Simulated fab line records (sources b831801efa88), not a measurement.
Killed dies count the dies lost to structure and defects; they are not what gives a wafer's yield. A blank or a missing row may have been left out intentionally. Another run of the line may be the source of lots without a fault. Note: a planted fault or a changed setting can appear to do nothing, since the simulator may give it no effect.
Which tool did it? -- flow gf180mcu -- 72 wafers from 24 lots sampled at 3 of the route's 602 steps

## WHAT THE GAUGES SHOWED, per wafer
GF_V1_RS_MEAS_24: measures by four-point-probe. Usual: for V1_W_RS the level is 0.326 ohm/sq and the standard deviation is 0.0059.
lot,measured,on,V1_W_RS (ohm/sq),flag
L074,day 20 06:32,filmMetro-01,0.332 0.323 0.325,
L075,day 20 19:10,filmMetro-03,0.338 0.318 0.336,
L076,day 20 22:29,filmMetro-02,0.318 0.332 0.317,
L077,day 21 11:57,filmMetro-02,0.329 0.324 0.322,
L078,day 21 23:46,filmMetro-02,0.323 0.330 0.326,
L079,day 22 12:15,filmMetro-02,0.321 0.321 0.334,
L080,day 22 13:56,filmMetro-01,0.325 0.331 0.333,
L081,day 22 19:57,filmMetro-01,0.322 0.322 0.323,
L082,day 23 05:00,filmMetro-03,0.321 0.330 0.325,
L083,day 23 10:00,filmMetro-01,0.329 0.327 0.327,
L084,day 23 17:11,filmMetro-02,0.319 0.332 0.315,
L085,day 23 23:23,filmMetro-03,0.312 0.324 0.311,
L086,day 24 13:12,filmMetro-02,0.322 0.322 0.330,
L087,day 24 19:04,filmMetro-01,0.329 0.326 0.337,
L088,day 25 02:55,filmMetro-01,0.334 0.323 0.331,
L089,day 25 05:38,filmMetro-03,0.327 0.332 0.321,
L090,day 25 16:58,filmMetro-03,0.327 0.328 0.320,
L091,day 26 02:13,filmMetro-03,0.327 0.324 0.330,
L092,day 26 09:48,filmMetro-03,0.312 0.313 0.326,
L093,day 26 11:19,filmMetro-03,0.317 0.326 0.331,
L094,day 26 17:54,filmMetro-01,0.328 0.327 0.330,
L095,day 27 00:34,filmMetro-03,0.327 0.330 0.319,
L096,day 27 08:48,filmMetro-02,0.318 0.321 0.330,
L097,day 27 09:22,filmMetro-03,0.331 0.334 0.332,

GF_V2_OVL_MEAS_15. Usual: for V2_OVL the level is -1 nm and the standard deviation is 4.9.
lot,measured,on,V2_OVL (nm),flag
L074,day 22 10:37,overlay-02,0 1 -1,
L075,day 22 23:16,overlay-02,-3 -6 -1,
L076,day 23 03:19,overlay-02,11 5 11,
L077,day 23 15:56,overlay-01,2 -1 1,
L078,day 24 03:11,overlay-01,-6 -1 3,
L079,day 24 14:53,overlay-01,-3 5 -4,
L080,day 24 16:13,overlay-01,-9 -1 -6,
L081,day 24 22:56,overlay-02,-7 -1 -4,
L082,day 25 06:55,overlay-02,9 5 6,
L083,day 25 11:20,overlay-01,1 0 -1,
L084,day 25 19:05,overlay-01,2 1 4,
L085,day 26 00:56,overlay-02,6 0 1,
L086,day 26 13:02,overlay-02,-2 -4 -5,
L087,day 26 18:02,overlay-02,-1 -2 -4,
L088,day 27 03:04,overlay-01,-8 -9 -6,
L089,day 27 03:25,overlay-01,0 3 -1,
L090,day 27 14:53,overlay-02,0 0 -6,
L091,day 28 00:41,overlay-01,-3 -7 -11,
L092,day 28 07:56,overlay-02,0 -7 -1,
L093,day 28 08:56,overlay-02,-1 -1 -9,
L094,day 28 15:35,overlay-02,-8 -7 -10,
L095,day 28 21:19,overlay-01,4 -1 2,
L096,day 29 04:53,overlay-02,4 -1 -6,
L097,day 29 05:50,overlay-02,-3 9 9,

GF_M3_CD_MEAS_14 targets a cd of 280 nm. Usual: cdNm 280.2 nm, standard deviation 1.3.
lot,measured,on,cdNm (nm),flag
L074,day 23 12:46,cdSem-02,282.7 282.2 281.5,
L075,day 24 01:06,cdSem-02,281.2 281.7 282.0,
L076,day 24 04:27,cdSem-02,279.9 279.3 279.6,
L077,day 24 17:19,cdSem-02,278.2 279.4 278.9,
L078,day 25 03:41,cdSem-02,281.4 280.5 281.3,
L079,day 25 15:35,cdSem-02,279.1 280.7 281.7,
L080,day 25 17:09,cdSem-02,280.2 281.4 281.1,
L081,day 25 23:17,cdSem-02,278.2 278.5 279.3,
L082,day 26 07:30,cdSem-02,278.8 279.0 278.9,
L083,day 26 11:26,cdSem-02,280.0 280.9 279.6,
L084,day 26 19:01,cdSem-02,282.1 281.0 280.6,
L085,day 27 01:13,cdSem-02,280.5 278.9 278.6,
L086,day 27 12:28,cdSem-01,281.3 281.8 281.2,
L087,day 27 17:20,cdSem-02,279.8 279.8 279.9,
L088,day 28 02:25,cdSem-01,281.7 282.5 281.9,
L089,day 28 02:37,cdSem-02,281.3 280.6 281.7,
L090,day 28 13:44,cdSem-01,279.3 279.9 281.1,
L091,day 30 08:52,cdSem-02,279.7 281.3 279.0,
L092,day 29 06:25,cdSem-01,278.2 279.4 279.8,
L093,day 29 06:56,cdSem-01,279.3 280.3 280.8,
L094,day 29 13:41,cdSem-01,280.5 282.3 282.6,
L095,day 29 19:35,cdSem-02,277.6 276.9 278.3,
L096,day 30 02:56,cdSem-02,279.7 280.4 278.9,
L097,day 30 03:33,cdSem-01,280.0 279.9 281.1,

## EACH LOT AND THE TOOL THAT RAN IT (in order: tool; ch and the chambers of the sampled wafers; start)
There is no process step in the record ahead of these readings.

## WHAT THE TOOLS THEMSELVES READ (means of the sampled wafers that have a number; where no wafer has one, the mark that the record gives instead)
The record holds no such reading with a usual standard deviation.

## THE ANSWER, worked out from the rows above alone
Rule: take the mean of a lot's wafers that have a number; if it is more than 3 standard deviations from the usual mean, the lot is off. A lot without any number at a reading at which 4 lots or more have one is off too. The other lots that the step has rows for count as sound. The gauges are gone through in route order, then the tools' own readings, and for those a lot's mean is taken as printed above. At the first step where some lot is off, the reading lying furthest off is the one used; lots without a number count as furthest.
Across all readings shown, no lot is off: no conclusion can be drawn from this.

## WHAT WAS PUT IN BY THE SIMULATOR
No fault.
